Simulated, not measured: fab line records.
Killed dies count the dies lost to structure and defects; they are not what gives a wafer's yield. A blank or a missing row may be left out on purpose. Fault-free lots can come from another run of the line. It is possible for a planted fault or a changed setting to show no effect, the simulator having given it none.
Matching of chambers    flow gf180mcu    GF_V1_CMP_26 on cmp-01: 4 sister chambers
The step polishes, stops on SiO2, t overpolish 15.68 s, target thk 0 nm. 18 wafers are shown with their chamber, then 9 later ones without.

WAFERS PAIRED WITH THEIR CHAMBERS
wafer   chamber  motor current A (A)  time to endpoint s (s)  head pressure psi (psi)
L546.2  3        10.9                 85                      3.511
L546.3  2        10.2                 86                      3.505
L546.4  0        13.2                 83                      3.504
L547.1  2        10.2                 89                      3.502
L547.2  3        11.2                 84                      3.507
L547.4  1        10.9                 84                      3.478
L549.1  0        12.1                 82                      3.510
L549.2  3        11.3                 86                      3.503
L549.3  1        10.6                 84                      3.498
L551.3  3        11.5                 83                      3.499
L551.5  0        12.8                 83                      3.478
L551.6  3        11.3                 87                      3.492
L562.2  2        9.9                  88                      3.512
L562.3  0        13.0                 87                      3.509
L562.4  3        11.1                 85                      3.503
L565.2  0        12.9                 84                      3.487
L565.5  2        10.1                 89                      3.508
L565.6  1        10.8                 87                      3.507

SIGNATURES (means of the wafers above)
reading             chamber 0  chamber 1  chamber 2  chamber 3  scatter within a chamber
motor current A     12.800     10.767     10.100     11.217     0.269
time to endpoint s  83.80      85.00      88.00      85.00      1.62
head pressure psi   3.49760    3.49433    3.50675    3.50250    0.0105
Rule: distance of a wafer from a chamber = root of the sum over the readings of ((wafer's reading minus chamber's mean) / reading's scatter) squared. The wafer belongs to the nearest chamber; if the next one is less than 2 further off, it can't be placed. The scatter: take each reading less its chamber's mean, square it, sum over the shown wafers, divide by the number of wafers less the number of chambers, and take the root.

WAFERS WITHOUT THEIR CHAMBER
wafer   motor current A (A)  time to endpoint s (s)  head pressure psi (psi)
L567.1  10.0                 82                      3.494
L567.3  11.5                 81                      3.488
L567.4  12.9                 80                      3.490
L568.1  10.5                 88                      3.501
L568.3  11.2                 81                      3.505
L568.6  10.5                 86                      3.500
L569.1  10.4                 89                      3.515
L569.2  10.9                 86                      3.498
L569.6  10.9                 86                      3.499

CHAMBER TAKEN BY EACH
wafer   from the rows above           in truth
L567.1  can't be placed: 1 or 2 or 3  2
L567.3  can't be placed: 3 or 1       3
L567.4  0                             0
L568.1  can't be placed: 2 or 1 or 3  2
L568.3  can't be placed: 3 or 1       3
L568.6  can't be placed: 1 or 2 or 3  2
L569.1  can't be placed: 2 or 1       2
L569.2  can't be placed: 1 or 3       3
L569.6  can't be placed: 1 or 3       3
Correctly placed: 1 of 9. Can't be placed from these rows: 8 (the true chamber is among the candidates in 8). Wrongly placed: 0.
